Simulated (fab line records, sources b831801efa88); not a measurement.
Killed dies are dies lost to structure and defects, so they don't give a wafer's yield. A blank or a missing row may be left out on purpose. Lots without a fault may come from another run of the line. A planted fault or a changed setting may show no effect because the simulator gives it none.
Which tool did it? | flow sky130 | 10 lots, 30 wafers sampled, at 3 steps of a route of 708

WHAT THE GAUGES READ, wafer by wafer
SKY_VIA2_THK_MEAS_01.
lot  | measured     | on            | VIA2_HDPCVD_THK (nm)
L523 | day 35 07:23 | film_metro-04 | 1211 1201 1228
L524 | day 35 18:17 | film_metro-02 | 1161 1171 1165
L526 | day 36 10:32 | film_metro-04 | 1182 1155 1158
L529 | day 37 14:38 | film_metro-02 | 1180 1169 1181
L530 | day 37 17:28 | film_metro-03 | 1176 1176 1164
L536 | day 39 04:21 | film_metro-02 | 1203 1198 1410 1203 1199 1409
L542 | day 41 06:41 | film_metro-03 | 1178 1170 1195
L543 | day 41 10:50 | film_metro-02 | 1192 1200 1198
L544 | day 41 16:02 | film_metro-04 | 1174 1218 1180
L545 | day 41 22:21 | film_metro-04 | 1181 1209 1205

WHICH TOOL RAN EACH LOT (tool, then ch and the chambers of the sampled wafers, then the start)
lot  | SKY_METAL2_STRIP_20                  | SKY_VIA2_HDPCVD_00
L523 | plasma_asher-03 ch 0,1, day 35 06:39 | hdpcvd-02 ch 1,2, day 35 07:15
L524 | plasma_asher-03 ch 0,1, day 35 17:30 | hdpcvd-01 ch 0,1,2, day 35 18:08
L526 | plasma_asher-01 ch 0,1, day 36 09:50 | hdpcvd-02 ch 0,1,2, day 36 10:25
L529 | plasma_asher-02 ch 0,1, day 37 13:54 | hdpcvd-02 ch 0,1,2, day 37 14:29
L530 | plasma_asher-03 ch 0,1, day 37 16:44 | hdpcvd-01 ch 0,1,2, day 37 17:20
L536 | plasma_asher-03 ch 0,1, day 39 03:35 | hdpcvd-01 ch 0,1,2, day 39 04:14
L542 | plasma_asher-02 ch 0,1, day 41 05:58 | hdpcvd-02 ch 1,2, day 41 06:34
L543 | plasma_asher-02 ch 0,1, day 41 10:08 | hdpcvd-02 ch 0,1,2, day 41 10:41
L544 | plasma_asher-03 ch 0,1, day 41 14:59 | hdpcvd-02 ch 0,1,2, day 41 15:56
L545 | plasma_asher-03 ch 0,1, day 41 21:37 | hdpcvd-02 ch 0,1, day 41 22:13
- SKY_METAL2_STRIP_20: strips in O2/N2.
- SKY_VIA2_HDPCVD_00: deposits SiO2, target thk 1180 nm, time 196.7 s.

THE ANSWER, worked out from the rows above alone
Rule: what is usual is taken from the lots themselves. Put in order of their means at a reading, lots are off if they are a third of the lots or fewer, leave a main group of 4 or more, and stand apart from it by a gap of 3 or more times the standard deviation of the main group's means; of several such gaps the widest counts. A main group whose means are all the same, to the digits that the tables above print for the reading, isn't used. A lot without any number at a reading at which 4 lots or more have one is off too. The other lots that the step has rows for count as sound.
Off: L536, at SKY_VIA2_THK_MEAS_01 (VIA2_HDPCVD_THK). The main group: mean 1184 nm, standard deviation 16.
A tool fits if, at a process step before that reading, it ran every lot that is off, and no sound lot after the first of them. The gauges at SKY_VIA2_THK_MEAS_01 are tried like those tools. One fits: hdpcvd-01 at SKY_VIA2_HDPCVD_00. Its last sound lot is L530 (day 37 17:20), its first lot that is off L536 (day 39 04:14): a fault that began between those two fits.

WHAT THE SIMULATOR HAD PUT IN
Process parameter drift: hdpcvd-01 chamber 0, from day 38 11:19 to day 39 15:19, at SKY_VIA2_HDPCVD_00. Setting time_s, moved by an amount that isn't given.
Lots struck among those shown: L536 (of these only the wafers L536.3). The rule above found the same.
